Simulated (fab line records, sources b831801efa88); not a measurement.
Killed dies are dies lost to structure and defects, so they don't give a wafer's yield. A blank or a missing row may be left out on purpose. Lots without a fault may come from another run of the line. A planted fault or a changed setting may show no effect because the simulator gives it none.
fab line records | flow sky130
record lots=5 wafers=15 last_day=50
route steps=708 shown CONTACT@426 METAL1@434 PAD_OPEN@708
lots that met no fault: from a run of the same line without faults
start_h: hours from the record's first day to the start of the lot's first wafer shown | wait_h: hours since the lot's step before | " the same as in the row above | L1.1+2: a row that stands for several wafers | - no value, or no start given | * or withheld: withheld | < > ~ a bound
route shown NAME@n: a module of which the file shows steps, and the number in the route of the first | usual: mean/standard deviation of fault-free wafers | same: alike in all rows | chamber/n: place in a boat | sites: the reading at each site | _std_site: their standard deviation | _edge_site: outer sites' mean less inner sites' | radius_mm: how far each site lies from the wafer's centre | mask NAME#n: copy n | behind: the tool/chamber that last shaped the wafer | hold: why the lot was held/for how many hours/how that ended | device: the transistor (n, p or np) that didn't switch | end of line: the same wafers' tests at the end of the route | a step without rows: its recipe alone | killed: dies lost to structure and defects at the first sort, not the wafer's yield | map: a wafer's dies, x killed, . not, _ none there
set.NAME: the setting as run; set.NAME@STEP: as run at that earlier step | model.NAME: the simulator's own value behind a step, which no gauge read
lots at some steps of the route; a table a step, a row a wafer
services: from which hour (start_h, from the record's first day; less than 0 if before it) a tool's chamber was out of use, for how many hours, and why
## steps
# step SKY_CONTACT_STRIP_20
# recipe chemistry=post_etch_residue_remover time_s=1200 temp_c=72.5
# step SKY_CONTACT_CLEAN_21
# recipe chemistry=IPA time_s=180 temp_c=25
# step SKY_CONTACT_CLEAN_22
# recipe chemistry=O3/DIW dry=n2_spin
# step SKY_CONTACT_SPUTTER_23
# recipe material=TiN target_thk_nm=20 chamber_pressure_pa=5 power_w=4000 time_s=80
# step SKY_CONTACT_CVD_24
# recipe material=W target_thk_nm=340 time_s=102.12 temp_c=400 pressure_torr=40
# step SKY_CONTACT_RS_MEAS_25
# recipe thk_meas_gauge=four-point-probe reads=W_of_CONTACT_CVD_24+TiN_of_CONTACT_SPUTTER_23
# usual CONTACT_W_RS=0.336/0.0062
# columns lot.wafer tool chamber start_h wait_h CONTACT_W_RS[ohm/sq]
L490.2 film_metro-03 - 795.14 0.1 0.342
L490.4 " - " " 0.333
L490.6 " - " " 0.332
L498.2 film_metro-04 - 838.25 0.1 0.335
L498.3 " - " " 0.335
L498.5 " - " " 0.342
L500.1 film_metro-04 - 854.48 0.1 0.329
L500.5 " - " " 0.327
L500.6 " - " " 0.331
L504.1 film_metro-01 - 886.06 0.1 0.349
L504.3 " - " " 0.347
L504.6 " - " " 0.348
L508.1 film_metro-03 - 907.38 0.1 0.332
L508.3 " - " " 0.332
L508.4 " - " " 0.332
# step SKY_CONTACT_THK_MEAS_26
# recipe thk_meas_gauge=xrf reads=W_of_CONTACT_CVD_24
# usual CONTACT_W_THK=344/7
# columns lot.wafer tool chamber start_h wait_h CONTACT_W_THK[nm]
L490.2 film_metro-03 - 795.25 0.1 340
L490.4 " - " " 350
L490.6 " - " " 355
L498.2 film_metro-04 - 838.36 0.1 350
L498.3 " - " " 347
L498.5 " - " " 344
L500.1 film_metro-04 - 854.60 0.1 348
L500.5 " - " " 351
L500.6 " - " " 348
L504.1 film_metro-01 - 886.18 0.1 329
L504.3 " - " " 328
L504.6 " - " " 329
L508.1 film_metro-03 - 907.50 0.1 353
L508.3 " - " " 352
L508.4 " - " " 351
# step SKY_CONTACT_CMP_27
# recipe stop_on=SiO2 t_overpolish_s=15 down_force_psi=3.5 platen_rpm=60 target_thk_nm=0 pad_velocity_m_s=0.94248
# step SKY_METAL1_SPUTTER_00
# recipe material=Ti target_thk_nm=15 power_w=3000 time_s=10 chamber_pressure_pa=0.4
# step SKY_METAL1_SPUTTER_01
# recipe material=TiN target_thk_nm=20 power_w=6500 time_s=16.7 chamber_pressure_pa=0.4
# usual throttle_valve_pct=30.0/1.3
# columns lot.wafer tool chamber start_h wait_h throttle_valve_pct
L490.2 pvd_sputter-02 - 795.63 0.0 30.7
L490.4 " - " " 30.9
L490.6 " - " " 28.8
L498.2 pvd_sputter-04 - 838.74 0.0 28.4
L498.3 " - " " 31.4
L498.5 " - " " 28.8
L500.1 pvd_sputter-04 - 854.98 0.0 31.3
L500.5 " - " " 31.6
L500.6 " - " " 28.2
L504.1 pvd_sputter-03 - 886.56 0.0 31.6
L504.3 " - " " 30.7
L504.6 " - " " 29.8
L508.1 pvd_sputter-02 - 908.08 0.0 30.2
L508.3 " - " " 30.8
L508.4 " - " " 28.7
# step SKY_METAL1_SPUTTER_02
# recipe material=AlCu target_thk_nm=250 power_w=10600 time_s=13.3 chamber_pressure_pa=0.4
# usual throttle_valve_pct=30.0/1.3
# columns lot.wafer tool chamber start_h wait_h throttle_valve_pct
L490.2 pvd_sputter-02 - 795.65 0.0 30.6
L490.4 " - " " 31.2
L490.6 " - " " 28.9
L498.2 pvd_sputter-04 - 838.77 0.0 28.3
L498.3 " - " " 31.5
L498.5 " - " " 28.7
L500.1 pvd_sputter-04 - 855.01 0.0 31.5
L500.5 " - " " 31.1
L500.6 " - " " 28.5
L504.1 pvd_sputter-03 - 886.59 0.0 31.7
L504.3 " - " " 31.0
L504.6 " - " " 29.9
L508.1 pvd_sputter-02 - 908.10 0.0 30.0
L508.3 " - " " 30.7
L508.4 " - " " 28.4
# step SKY_METAL1_SPUTTER_03
# recipe material=Ti target_thk_nm=5 power_w=3000 time_s=3.3 chamber_pressure_pa=0.4
# usual throttle_valve_pct=30.0/1.3
# columns lot.wafer tool chamber start_h wait_h throttle_valve_pct
L490.2 pvd_sputter-02 - 795.68 0.0 31.0
L490.4 " - " " 31.2
L490.6 " - " " 28.6
L498.2 pvd_sputter-04 - 838.79 0.0 28.1
L498.3 " - " " 31.6
L498.5 " - " " 28.6
L500.1 pvd_sputter-04 - 855.03 0.0 31.6
L500.5 " - " " 31.1
L500.6 " - " " 28.1
L504.1 pvd_sputter-03 - 886.61 0.0 31.5
L504.3 " - " " 30.7
L504.6 " - " " 29.7
L508.1 pvd_sputter-02 - 908.13 0.0 30.2
L508.3 " - " " 30.7
L508.4 " - " " 28.7
# step SKY_METAL1_SPUTTER_04
# recipe material=TiN target_thk_nm=70 power_w=6500 time_s=58.3 chamber_pressure_pa=0.4
# usual throttle_valve_pct=30.0/1.3
# columns lot.wafer tool chamber start_h wait_h throttle_valve_pct model.TiN_of_METAL1_SPUTTER_04.thk_nm
L490.2 pvd_sputter-02 - 795.69 0.0 30.8 70.45
L490.4 " - " " 31.3 70.24
L490.6 " - " " 28.7 70.5
L498.2 pvd_sputter-04 - 838.82 0.0 28.4 70.69
L498.3 " - " " 31.5 70.61
L498.5 " - " " 28.7 71.06
L500.1 pvd_sputter-04 - 855.05 0.0 31.1 69.79
L500.5 " - " " 31.5 127.3
L500.6 " - " " 28.4 69.85
L504.1 pvd_sputter-03 - 886.63 0.0 31.4 69.45
L504.3 " - " " 30.5 69.65
L504.6 " - " " 29.6 70.56
L508.1 pvd_sputter-02 - 908.14 0.0 30.3 68.76
L508.3 " - " " 30.5 69.63
L508.4 " - " " 28.7 69.1
# step SKY_METAL1_RS_MEAS_05
# recipe thk_meas_gauge=four-point-probe reads=TiN_of_METAL1_SPUTTER_04+Ti_of_METAL1_SPUTTER_03+AlCu_of_METAL1_SPUTTER_02+TiN_of_METAL1_SPUTTER_01+Ti_of_METAL1_SPUTTER_00
# usual METAL1_ALCU_RS=0.1263/0.0013
# columns lot.wafer tool chamber start_h wait_h METAL1_ALCU_RS[ohm/sq]
L490.2 film_metro-02 - 795.76 0.0 0.1265
L490.4 " - " " 0.1260
L490.6 " - " " 0.1286
L498.2 film_metro-02 - 838.89 0.0 0.1287
L498.3 " - " " 0.1273
L498.5 " - " " 0.1265
L500.1 film_metro-04 - 855.10 0.0 0.1267
L500.5 " - " " 0.1252
L500.6 " - " " 0.1275
L504.1 film_metro-03 - 886.68 0.0 0.1263
L504.3 " - " " 0.1268
L504.6 " - " " 0.1270
L508.1 film_metro-04 - 908.19 0.0 0.1263
L508.3 " - " " 0.1264
L508.4 " - " " 0.1272
# step SKY_METAL1_THK_MEAS_06
# recipe thk_meas_gauge=xrf reads=AlCu_of_METAL1_SPUTTER_02
# usual METAL1_ALCU_THK=255.1/2.6
# columns lot.wafer tool chamber start_h wait_h METAL1_ALCU_THK[nm]
L490.2 film_metro-02 - 795.87 0.1 253.9
L490.4 " - " " 257.6
L490.6 " - " " 252.3
L498.2 film_metro-02 - 839.00 0.1 250.2
L498.3 " - " " 254.4
L498.5 " - " " 254.9
L500.1 film_metro-04 - 855.22 0.1 253.5
L500.5 " - " " 227.7
L500.6 " - " " 251.6
L504.1 film_metro-03 - 886.80 0.1 252.9
L504.3 " - " " 253.4
L504.6 " - " " 251.2
L508.1 film_metro-04 - 908.31 0.1 255.7
L508.3 " - " " 254.2
L508.4 " - " " 252.9
# step SKY_METAL1_DEHYDRATE_07
# recipe temp_c=200 time_s=60
# step SKY_METAL1_HMDS_08
# recipe prime_time_s=60 prime_temp_c=120
# step SKY_METAL1_COAT_09
# recipe resist=BARC temp_c=withheld time_s=withheld spin_rpm=3000 resist_thk_nm=60
# step SKY_METAL1_COAT_10
# recipe resist=KrF-thick spin_rpm=3000 resist_thk_nm=450
# step SKY_METAL1_SOFTBAKE_11
# recipe temp_c=100 time_s=90 resist=KrF-thick
# step SKY_METAL1_EXPOSE_12
# recipe mask_id=MM1 na=0.8 source_shape=annular sigma_inner=0.55 sigma_outer=0.85 target_cd_nm=140 dose_mj=28
# step SKY_METAL1_PEB_13
# recipe peb_temp_c=withheld peb_time_s=withheld resist=KrF-thick
# step SKY_METAL1_DEVELOP_14
# recipe develop_time_s=60 resist=KrF-thick dev_temp_c=21
# step SKY_METAL1_CD_MEAS_15
# recipe target_cd_nm=140
# usual cd_nm=140.3/1.6
# columns lot.wafer tool chamber start_h wait_h cd_nm
L490.2 cd_sem-01 - 822.95 - 143.2
L490.4 " - " " 142.4
L490.6 " - " " 142.5
L498.2 cd_sem-01 - 864.62 - 141.2
L498.3 " - " " 139.5
L498.5 " - " " 138.2
L500.1 cd_sem-02 - 881.20 - 137.7
L500.5 " - " " 137.3
L500.6 " - " " 138.8
L504.1 cd_sem-02 - 912.65 - 139.6
L504.3 " - " " 139.0
L504.6 " - " " 138.6
L508.1 cd_sem-01 - 932.58 - 140.6
L508.3 " - " " 140.0
L508.4 " - " " 140.5
# step SKY_METAL1_OVL_MEAS_16
# usual METAL1_OVL=-3/5.5
# columns lot.wafer tool chamber start_h wait_h METAL1_OVL[nm]
L490.2 overlay-02 - 823.06 0.1 -3
L490.4 " - " " 4
L490.6 " - " " 1
L498.2 overlay-02 - 864.72 0.1 -12
L498.3 " - " " -9
L498.5 " - " " -4
L500.1 overlay-01 - 881.32 0.1 -3
L500.5 " - " " 3
L500.6 " - " " -2
L504.1 overlay-01 - 912.77 0.1 1
L504.3 " - " " -1
L504.6 " - " " 7
L508.1 overlay-01 - 932.70 0.1 -5
L508.3 " - " " 0
L508.4 " - " " 3
# step SKY_METAL1_DESCUM_17
# recipe chemistry=O2 source_power_w=150 bias_power_w=0 pressure_mtorr=10 temp_c=40 time_s=8
# step SKY_METAL1_ETCH_18
# recipe chemistry=N2/H2 target=BARC ion_energy_ev=200 bias_w=100 pressure_mtorr=30 n2_flow_sccm=100 h2_flow_sccm=200 icp_w=500 stop_on=SiO2 time_s=45.9 target_depth_a=600
# usual drypump_motor_current_A=5.9/0.32 he_backside_leak_sccm=3.4/0.34 n2_flow_sccm=100.0/0.33 oes_product_au=0.855/0.0046 throttle_valve_pct=13.224/0.0092
# columns lot.wafer tool chamber start_h wait_h drypump_motor_current_A he_backside_leak_sccm n2_flow_sccm oes_product_au rf_hours_counter_h throttle_valve_pct
L490.2 rie_metal-01 0 823.12 0.0 5.8 3.7 100.0 0.858 8 13.223
L490.4 " 0 " " 5.9 3.6 99.8 0.853 - 13.217
L490.6 " 1 " " 5.8 3.6 99.9 0.851 - 13.228
L498.2 rie_metal-01 1 864.78 0.0 5.8 3.9 100.0 0.858 13 13.212
L498.3 " 1 " " 5.8 3.7 100.3 0.851 - 13.218
L498.5 " 0 " " 5.9 3.4 99.6 0.855 - 13.225
L500.1 rie_metal-02 0 881.38 0.0 5.7 3.1 100.6 0.858 6 13.216
L500.5 " 1 " " 6.4 3.7 100.2 0.852 - 13.231
L500.6 " 0 " " 5.6 3.1 100.2 0.851 - 13.224
L504.1 rie_metal-04 1 912.83 0.0 6.5 3.4 100.0 0.858 12 13.234
L504.3 " 0 " " 5.6 3.5 100.1 0.857 - 13.227
L504.6 " 0 " " 5.6 3.4 99.7 0.856 - 13.219
L508.1 rie_metal-01 0 932.76 0.0 5.9 3.4 99.8 0.855 12 13.226
L508.3 " 1 " " 5.8 3.8 100.0 0.854 - 13.225
L508.4 " 0 " " 5.8 3.2 100.1 0.854 - 13.241
# step SKY_METAL1_METAL_ETCH_19
# recipe target_depth_a=3600 stop_on=SiO2 over_etch_frac=0.3 time_s=78 chemistry=Cl2/BCl3 resist_sidewall_deg=88 pressure_mtorr=10 icp_w=900 bias_w=48.5 Cl2_flow_sccm=60 bcl3_flow_sccm=30
# usual drypump_motor_current_A=5.9/0.32 he_backside_leak_sccm=3.42/0.21 mfc_cl2_sccm=60.01/0.19 oes_product_au=0.854/0.0056 throttle_valve_pct=22.265/0.0092
# columns lot.wafer tool chamber start_h wait_h drypump_motor_current_A he_backside_leak_sccm mfc_cl2_sccm oes_product_au rf_hours_counter_h throttle_valve_pct
L490.2 rie_metal-01 0 823.18 0.0 5.8 3.46 60.26 0.856 8 22.258
L490.4 " 0 " " 5.8 3.68 60.01 0.851 - 22.275
L490.6 " 1 " " 5.8 3.52 60.01 0.848 - 22.260
L498.2 rie_metal-01 1 864.85 0.0 5.8 2.87 59.97 0.852 13 22.283
L498.3 " 1 " " 5.8 3.47 59.95 0.857 - 22.261
L498.5 " 0 " " 5.8 3.54 59.85 0.858 - 22.279
L500.1 rie_metal-02 0 881.45 0.0 5.6 3.00 60.17 0.851 6 22.262
L500.5 " 1 " " 6.4 3.66 60.29 0.888 - 22.274
L500.6 " 0 " " 5.6 3.27 60.04 0.847 - 22.264
L504.1 rie_metal-04 1 912.90 0.0 6.4 3.48 60.13 0.859 12 22.266
L504.3 " 0 " " 5.6 3.46 59.83 0.855 - 22.265
L504.6 " 0 " " 5.6 3.47 59.64 0.850 - 22.270
L508.1 rie_metal-01 0 932.83 0.0 5.8 3.14 60.30 0.853 12 22.248
L508.3 " 1 " " 5.8 3.63 60.29 0.860 - 22.261
L508.4 " 0 " " 5.8 3.48 59.99 0.858 - 22.245
# step SKY_METAL1_STRIP_20
# recipe chemistry=O2/N2 power_w=1400 pressure_mtorr=1500 platen_temp_c=withheld o2_flow_sccm=3000 n2_flow_sccm=300 overash_fraction=0.5
# usual drypump_motor_current_A=5.5/0.6 n2_flow_sccm=299.9/0.79 oes_product_au=0.342/0.0049 strip_time_to_endpoint_s=2.69/0.05
# columns lot.wafer tool chamber start_h wait_h drypump_motor_current_A n2_flow_sccm oes_product_au rf_hours_counter_h strip_time_to_endpoint_s
L490.2 plasma_asher-03 1 823.27 0.1 5.9 298.8 0.339 38 2.63
L490.4 " 0 " " 4.8 300.0 0.343 - 2.64
L490.6 " 0 " " 4.8 301.3 0.342 - 2.68
L498.2 plasma_asher-03 1 864.94 0.1 5.8 300.1 0.337 43 2.73
L498.3 " 0 " " 4.8 299.5 0.350 - 2.73
L498.5 " 1 " " 5.8 300.8 0.340 - 2.70
L500.1 plasma_asher-01 0 881.54 0.1 5.1 298.2 0.346 101 2.65
L500.5 " 0 " " 5.1 298.3 0.344 - 2.79
L500.6 " 1 " " 6.3 299.6 0.339 - 2.66
L504.1 plasma_asher-04 1 912.99 0.1 6.2 301.8 0.344 83 2.71
L504.3 " 1 " " 6.2 300.2 0.338 - 2.66
L504.6 " 0 " " 4.9 299.6 0.345 - 2.72
L508.1 plasma_asher-03 0 932.92 0.1 4.8 302.0 0.345 49 2.63
L508.3 " 0 " " 4.8 299.6 0.340 - 2.58
L508.4 " 1 " " 5.8 301.3 0.346 - 2.62
# step SKY_METAL1_STRIP_21
# recipe chemistry=post_etch_residue_remover time_s=1200 temp_c=72.5
# usual bath_heat_duty_pct=15.0/1.7 temp_c=72.49/0.097
# columns lot.wafer tool chamber start_h wait_h bath_heat_duty_pct temp_c model.TiN_of_METAL1_SPUTTER_04.thk_nm
L490.2 wet_bench-02 2 823.37 0.1 15.0 72.70 70.02
L490.4 " 2 " " 14.0 72.60 69.82
L490.6 " 2 " " 14.8 72.43 70.08
L498.2 wet_bench-04 2 865.04 0.1 14.4 72.57 70.27
L498.3 " 2 " " 13.2 72.46 70.19
L498.5 " 2 " " 14.2 72.41 70.64
L500.1 wet_bench-02 1 881.64 0.1 13.6 72.37 69.37
L500.5 " 1 " " 14.6 72.38 126.9
L500.6 " 1 " " 14.8 72.60 69.42
L504.1 wet_bench-01 3 913.09 0.1 14.6 72.41 69.04
L504.3 " 3 " " 12.1 72.76 69.24
L504.6 " 3 " " 12.6 72.60 70.15
L508.1 wet_bench-02 1 933.02 0.1 13.4 72.44 68.34
L508.3 " 1 " " 14.1 72.66 69.21
L508.4 " 1 " " 14.9 72.47 68.68
# step SKY_METAL1_CLEAN_22
# recipe chemistry=IPA time_s=180 temp_c=25
# step SKY_PAD_OPEN_PROBE_99
# usual defect_limited_yield=82.3/2 killed_at_M0_to_M3=44/7.5 killed_at_M4_up=2.9/1.8 killed_at_contacts=24/5.1 killed_at_front_end=16/4.7 killed_at_other=0.3/0.46 killed_dies=87/9.9 killed_open=47/8 killed_short=39/6.3 sort_bin_3_pad_short=0.8/0.43 sort_bin_5_function=10.6/1.6 sort_bin_6_memory=6.3/1.1 sort_n_pass=405/9.9 sort_yield_pct=82.3/2
# same gross_dies=492 killed_at_back_side=0 sort_bin_4_leakage[%]=0 sort_bin_8_speed[%]=0
# columns lot.wafer tool chamber start_h wait_h defect_limited_yield[%] killed_at_M0_to_M3 killed_at_M4_up killed_at_contacts killed_at_front_end killed_at_other killed_dies killed_open killed_short sort_bin_3_pad_short[%] sort_bin_5_function[%] sort_bin_6_memory[%] sort_n_pass sort_yield_pct[%] model.etest.via1_chain.rc_ohm
L490.2 prober-02 - 1122.55 0.1 84.3 38 1 17 21 0 77 36 41 1.8 11.2 2.6 415 84.3 16.05
L490.4 prober-02 - 1122.65 0.2 81.1 58 5 13 17 0 93 48 45 1.2 12.0 5.7 399 81.1 16.27
L490.6 prober-02 - 1122.75 0.2 84.6 39 3 22 11 1 76 32 43 1.4 9.6 4.5 416 84.6 16.6
L498.2 prober-02 - 1151.27 0.1 81.1 49 3 23 18 0 93 48 45 0.8 11.4 6.7 399 81.1 16.38
L498.3 prober-02 - 1151.32 0.2 84.6 43 3 13 17 0 76 43 33 0.4 9.1 5.9 416 84.6 16.69
L498.5 prober-02 - 1151.42 0.2 77.6 55 6 33 15 1 110 52 58 1.8 12.4 8.1 382 77.6 16.03
L500.1 prober-02 - 1163.50 0.1 84.6 34 1 31 10 0 76 40 36 0.8 9.3 5.3 416 84.6 17.23
L500.5 prober-02 - 1163.70 0.2 83.5 37 3 25 16 0 81 37 43 0.8 10.4 5.3 411 83.5 19.48
L500.6 prober-02 - 1163.75 0.2 80.9 41 5 33 15 0 94 52 42 0.8 11.8 6.5 398 80.9 16.08
L504.1 prober-02 - 1184.60 0.1 84.3 40 2 24 11 0 77 38 37 0.6 8.7 6.3 415 84.3 16.87
L504.3 prober-02 - 1184.70 0.2 84.6 35 3 22 16 0 76 39 35 0.4 9.8 5.3 416 84.6 16.46
L504.6 prober-02 - 1184.85 0.2 84.1 40 4 26 8 0 78 48 30 0.2 10.4 5.3 414 84.1 16.84
L508.1 prober-02 - 1198.20 0.1 79.1 56 1 22 24 0 103 61 42 0 13.2 7.7 389 79.1 17.07
L508.3 prober-02 - 1198.30 0.2 81.9 34 2 28 25 0 89 49 39 0.2 11.2 6.7 403 81.9 16.69
L508.4 prober-02 - 1198.35 0.2 80.9 42 6 27 18 1 94 43 50 0.4 10.0 8.7 398 80.9 16.99
# killed by level:class
L490.2 VIA1:geometric_particle:open=9 FIELD_ISO:geometric_particle:short=6 POLY_GATE:geometric_particle:short=6 VIA1:geometric_particle:short=6 VIA2:geometric_particle:open=6 CONTACT:geometric_particle:open=5 METAL2:geometric_particle:short=5 VIA3:geometric_particle:open=5
L490.4 VIA1:geometric_particle:open=15 METAL3:geometric_particle:short=8 VIA3:geometric_particle:open=7 VIA1:geometric_particle:short=7 METAL1:geometric_particle:short=6 VIA2:geometric_particle:open=6 POLY_GATE:geometric_particle:open=5 METAL4:geometric_particle:short=5
L490.6 VIA1:geometric_particle:open=9 CONTACT:geometric_particle:open=8 LOCAL_INTERCONNECT:geometric_particle:short=6 VIA1:geometric_particle:short=6 METAL3:geometric_particle:short=5 METAL2:geometric_particle:short=5 VIA3:geometric_particle:open=5 CONTACT:geometric_particle:short=5
L498.2 VIA3:geometric_particle:open=13 LI_CONTACT:geometric_particle:open=7 VIA1:geometric_particle:open=7 POLY_GATE:geometric_particle:open=5 LOCAL_INTERCONNECT:geometric_particle:short=5 CONTACT:geometric_particle:short=5 CONTACT:geometric_particle:open=5 VIA3:geometric_particle:short=5
L498.3 VIA1:geometric_particle:open=9 VIA2:geometric_particle:open=7 VIA1:geometric_particle:short=6 VIA3:geometric_particle:open=6 FIELD_ISO:geometric_particle:open=5 POLY_GATE:geometric_particle:short=5 CONTACT:geometric_particle:open=5 METAL2:geometric_particle:short=5
L498.5 VIA1:geometric_particle:short=12 VIA3:geometric_particle:short=11 CONTACT:geometric_particle:open=10 VIA3:geometric_particle:open=9 LI_CONTACT:geometric_particle:open=8 VIA1:geometric_particle:open=7 FIELD_ISO:geometric_particle:open=6 CONTACT:geometric_particle:short=6
L500.1 CONTACT:geometric_particle:open=11 CONTACT:geometric_particle:short=11 VIA1:geometric_particle:open=11 VIA3:geometric_particle:short=5 LI_CONTACT:geometric_particle:open=4 LOCAL_INTERCONNECT:geometric_particle:short=4 METAL1:geometric_particle:short=4 VIA2:geometric_particle:open=4
L500.5 CONTACT:geometric_particle:open=8 METAL2:geometric_particle:short=7 VIA3:geometric_particle:open=7 FIELD_ISO:geometric_particle:short=6 VIA1:geometric_particle:open=6 LOCAL_INTERCONNECT:geometric_particle:short=5 CONTACT:geometric_particle:short=5 LI_CONTACT:geometric_particle:open=4
L500.6 CONTACT:geometric_particle:open=13 VIA1:geometric_particle:open=9 LI_CONTACT:geometric_particle:open=8 METAL1:geometric_particle:short=8 VIA3:geometric_particle:open=6 FIELD_ISO:geometric_particle:short=5 LOCAL_INTERCONNECT:geometric_particle:short=5 METAL4:geometric_particle:short=5
L504.1 CONTACT:geometric_particle:open=9 VIA1:geometric_particle:open=8 LOCAL_INTERCONNECT:geometric_particle:short=6 LI_CONTACT:geometric_particle:open=5 METAL2:geometric_particle:short=5 METAL3:geometric_particle:short=5 VIA1:geometric_particle:short=4 FIELD_ISO:geometric_particle:open=3
L504.3 VIA3:geometric_particle:open=9 CONTACT:geometric_particle:open=7 VIA1:geometric_particle:open=7 LOCAL_INTERCONNECT:geometric_particle:short=6 LI_CONTACT:geometric_particle:open=5 VIA1:geometric_particle:short=4 FIELD_ISO:geometric_particle:short=3 FIELD_ISO:geometric_particle:open=3
L504.6 CONTACT:geometric_particle:open=10 VIA1:geometric_particle:open=10 VIA2:geometric_particle:open=10 LI_CONTACT:geometric_particle:open=6 METAL2:geometric_particle:short=5 LI_CONTACT:geometric_particle:short=3 LOCAL_INTERCONNECT:geometric_particle:short=3 METAL1:geometric_particle:short=3
L508.1 CONTACT:geometric_particle:open=14 VIA1:geometric_particle:open=11 VIA2:geometric_particle:open=10 VIA3:geometric_particle:open=9 POLY_GATE:geometric_particle:short=7 FIELD_ISO:geometric_particle:short=6 VIA2:geometric_particle:short=6 POLY_GATE:geometric_particle:open=5
L508.3 CONTACT:geometric_particle:open=10 FIELD_ISO:geometric_particle:open=8 VIA1:geometric_particle:open=7 VIA3:geometric_particle:open=7 FIELD_ISO:geometric_particle:short=6 METAL1:geometric_particle:short=6 LI_CONTACT:geometric_particle:open=5 VIA2:geometric_particle:open=5
L508.4 VIA1:geometric_particle:open=9 FIELD_ISO:geometric_particle:short=7 LI_CONTACT:geometric_particle:open=7 CONTACT:geometric_particle:short=7 VIA3:geometric_particle:open=6 METAL4:geometric_particle:short=6 CONTACT:geometric_particle:open=5 VIA1:geometric_particle:short=5
## services
# columns tool chamber start_h hours kind
rie_metal-02 - 772.92 14.6 pm
rie_metal-02 1 798.68 - clean
rie_metal-02 1 798.68 17.1 scheduled_down
rie_metal-02 1 798.68 17.1 vent_cycle
pvd_sputter-03 3 811.71 - consumable_replace:kit
pvd_sputter-03 3 811.71 18.0 scheduled_down
pvd_sputter-03 3 811.71 18.0 vent_cycle
rie_metal-01 0 830.12 11.0 repair
pvd_sputter-03 - 830.58 4.7 repair
plasma_asher-01 - 833.81 2.8 pm
plasma_asher-01 - 862.77 2.9 repair
pvd_sputter-02 - 883.96 8.4 repair
pvd_sputter-03 - 889.65 2.6 repair
plasma_asher-01 - 891.88 2.3 repair
rie_metal-04 1 902.63 6.5 repair
rie_metal-02 - 911.11 2.8 pm
pvd_sputter-03 - 919.19 7.1 repair
rie_metal-01 - 921.75 2.8 pm
wet_bench-04 - 929.49 7.6 repair
## key
first_sign step=SKY_METAL1_THK_MEAS_06 reading=METAL1_ALCU_THK direction=down sigmas=10 usual=255.1 struck=227.7
effect step=SKY_METAL1_METAL_ETCH_19 reading=oes_product_au direction=up sigmas=6.1 usual=0.854 struck=0.888
model_effect step=SKY_METAL1_SPUTTER_04 value=TiN_of_METAL1_SPUTTER_04.thk_nm without=70.11 struck=127.3
model_effect step=SKY_METAL1_STRIP_21 value=TiN_of_METAL1_SPUTTER_04.thk_nm without=69.69 struck=126.9
model_effect step=SKY_PAD_OPEN_PROBE_99 value=etest.via1_chain.rc_ohm without=16.58 struck=19.48
met_at SKY_METAL1_SPUTTER_04
struck_wafers L500.5
onset_between 838.82 855.05
fault kind=process_parameter_drift tool=pvd_sputter-04 chamber=- onset_h=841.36 steps=SKY_METAL1_SPUTTER_04 channel=target_thk_nm offset=57.225 shape=step end_h=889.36 scope=struck_wafers_only acts_in=these_recipes_only stated=70
